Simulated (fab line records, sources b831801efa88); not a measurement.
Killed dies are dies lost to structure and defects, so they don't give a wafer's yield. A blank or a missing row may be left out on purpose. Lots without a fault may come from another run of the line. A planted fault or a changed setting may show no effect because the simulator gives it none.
Tool commonality check | flow sky130 | 11 lots, 33 wafers sampled

WHY IT WAS OPENED
At SKY_SD_N_RS_MEAS_16 the reading SD_N_RS is flagged on 2 of 11 lots. Wafers without a fault read 68.51 ohm/sq, standard deviation 0.1.
Rule: a lot is flagged when every wafer of it that has a number lies more than 4 standard deviations from that mean, or none has a number. The other lots count as sound.

lot  | measured     | on            | SD_N_RS (ohm/sq), wafer by wafer | flag
L235 | day 28 05:46 | film_metro-04 | 68.51 68.53 68.35                |
L238 | day 30 03:45 | film_metro-02 | 68.55 68.49 68.38                |
L239 | day 30 14:47 | film_metro-04 | 68.46 68.45 68.34                |
L240 | day 30 23:44 | film_metro-03 | 68.40 68.54 68.58                |
L246 | day 32 10:26 | film_metro-04 | 68.36 68.52 68.43                |
L251 | day 33 20:11 | film_metro-04 | 71.03 70.97 70.94                | FLAGGED
L252 | day 33 23:27 | film_metro-02 | 70.89 70.89 71.05                | FLAGGED
L253 | day 34 12:53 | film_metro-03 | 68.60 68.63 68.49                |
L255 | day 35 08:29 | film_metro-02 | 68.60 68.58 68.54                |
L256 | day 35 08:47 | film_metro-03 | 68.52 68.49 68.43                |
L257 | day 35 09:12 | film_metro-02 | 68.58 68.50 68.31                |
The numbers of the flagged lots are 70.96 ohm/sq on average: +2.45 ohm/sq against the usual, or +25 standard deviations.

WHICH TOOL RAN EACH LOT
The record holds 4 process steps before the reading, out of a route of 708 steps. In each cell: the tool, then ch and the chambers that the sampled wafers went through, then the start.
lot  | flag    | SKY_LDD_HVN_STRIP_09                 | SKY_SD_P_STRIP_10                    | SKY_SD_N_IMPLANT_09             | SKY_SD_N_STRIP_11
L235 |         | plasma_asher-04 ch 0,1, day 20 09:49 | plasma_asher-03 ch 0,1, day 25 19:02 | implanter-01 ch 0, day 28 05:05 | plasma_asher-01 ch 0,1, day 28 05:22
L238 |         | plasma_asher-03 ch 0,1, day 22 18:14 | plasma_asher-03 ch 0,1, day 27 18:17 | implanter-01 ch 0, day 30 03:04 | plasma_asher-02 ch 0,1, day 30 03:22
L239 |         | plasma_asher-03 ch 0,1, day 23 05:07 | plasma_asher-03 ch 0,1, day 28 05:11 | implanter-04 ch 0, day 30 13:52 | plasma_asher-01 ch 0,1, day 30 14:24
L240 |         | plasma_asher-02 ch 0,1, day 23 13:39 | plasma_asher-02 ch 0,1, day 28 15:04 | implanter-02 ch 0, day 30 23:04 | plasma_asher-04 ch 0,1, day 30 23:20
L246 |         | plasma_asher-03 ch 0,1, day 25 01:30 | plasma_asher-02 ch 0,1, day 30 01:43 | implanter-02 ch 0, day 32 09:46 | plasma_asher-04 ch 0,1, day 32 10:03
L251 | FLAGGED | plasma_asher-02 ch 0,1, day 26 17:23 | plasma_asher-04 ch 0, day 31 12:35   | implanter-01 ch 0, day 33 19:29 | plasma_asher-02 ch 0,1, day 33 19:47
L252 | FLAGGED | plasma_asher-04 ch 0,1, day 26 20:32 | plasma_asher-02 ch 0,1, day 31 15:27 | implanter-01 ch 0, day 33 22:46 | plasma_asher-01 ch 0,1, day 33 23:04
L253 |         | plasma_asher-03 ch 0,1, day 27 11:13 | plasma_asher-02 ch 0,1, day 32 05:27 | implanter-04 ch 0, day 34 12:11 | plasma_asher-02 ch 0,1, day 34 12:29
L255 |         | plasma_asher-04 ch 0,1, day 28 05:26 | plasma_asher-02 ch 0,1, day 33 03:11 | implanter-02 ch 0, day 35 07:48 | plasma_asher-04 ch 0,1, day 35 08:06
L256 |         | plasma_asher-02 ch 0,1, day 28 05:08 | plasma_asher-04 ch 0,1, day 33 03:26 | implanter-02 ch 0, day 35 08:06 | plasma_asher-04 ch 0,1, day 35 08:24
L257 |         | plasma_asher-03 ch 0,1, day 28 11:17 | plasma_asher-04 ch 0,1, day 33 04:05 | implanter-02 ch 0, day 35 08:31 | plasma_asher-02 ch 0,1, day 35 08:47
What these steps do:
- SKY_LDD_HVN_STRIP_09: strips in O2/N2.
- SKY_SD_P_STRIP_10: strips in O2/N2.
- SKY_SD_N_IMPLANT_09
- SKY_SD_N_STRIP_11: strips in O2/N2.
- SKY_SD_N_RS_MEAS_16: measures by four-point-probe.

FLAGGED OVER TOTAL, TOOL BY TOOL (the gauges that took the reading come last)
step                 | tool            | lots run | flagged | share of the flagged lots | sound lots run after its first flagged lot
SKY_LDD_HVN_STRIP_09 | plasma_asher-02 | 3        | 1       | some                      | 1 (L256)
SKY_LDD_HVN_STRIP_09 | plasma_asher-03 | 5        | 0       | none                      | -
SKY_LDD_HVN_STRIP_09 | plasma_asher-04 | 3        | 1       | some                      | 1 (L255)
SKY_SD_P_STRIP_10    | plasma_asher-02 | 5        | 1       | some                      | 2 (L253,L255)
SKY_SD_P_STRIP_10    | plasma_asher-03 | 3        | 0       | none                      | -
SKY_SD_P_STRIP_10    | plasma_asher-04 | 3        | 1       | some                      | 2 (L256,L257)
SKY_SD_N_IMPLANT_09  | implanter-01    | 4        | 2       | all                       | 0
SKY_SD_N_IMPLANT_09  | implanter-02    | 5        | 0       | none                      | -
SKY_SD_N_IMPLANT_09  | implanter-04    | 2        | 0       | none                      | -
SKY_SD_N_STRIP_11    | plasma_asher-01 | 3        | 1       | some                      | 0
SKY_SD_N_STRIP_11    | plasma_asher-02 | 4        | 1       | some                      | 2 (L253,L257)
SKY_SD_N_STRIP_11    | plasma_asher-04 | 4        | 0       | none                      | -
SKY_SD_N_RS_MEAS_16  | film_metro-02   | 4        | 1       | some                      | 2 (L255,L257)
SKY_SD_N_RS_MEAS_16  | film_metro-03   | 3        | 0       | none                      | -
SKY_SD_N_RS_MEAS_16  | film_metro-04   | 4        | 1       | some                      | 0

WHAT THE TABLE ALLOWS
1 row of the table ran every flagged lot: implanter-01 at SKY_SD_N_IMPLANT_09.
- implanter-01 at SKY_SD_N_IMPLANT_09: 2 of its 4 lots flagged. Its last sound lot is L238 (day 30 03:04), its first flagged lot L251 (day 33 19:29): a fault that began between those two fits. Its own readings lie more than 4 standard deviations out on every wafer of the flagged lots: beam_on_s, faraday_current_uA.
One tool is left: implanter-01 at SKY_SD_N_IMPLANT_09.

WHAT THE SIMULATOR HAD PUT IN
Process parameter drift: implanter-01, from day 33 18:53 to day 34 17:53, at SKY_SD_N_IMPLANT_09. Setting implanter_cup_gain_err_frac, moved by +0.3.
Lots struck among those shown: L251, L252. The rule above found the same.
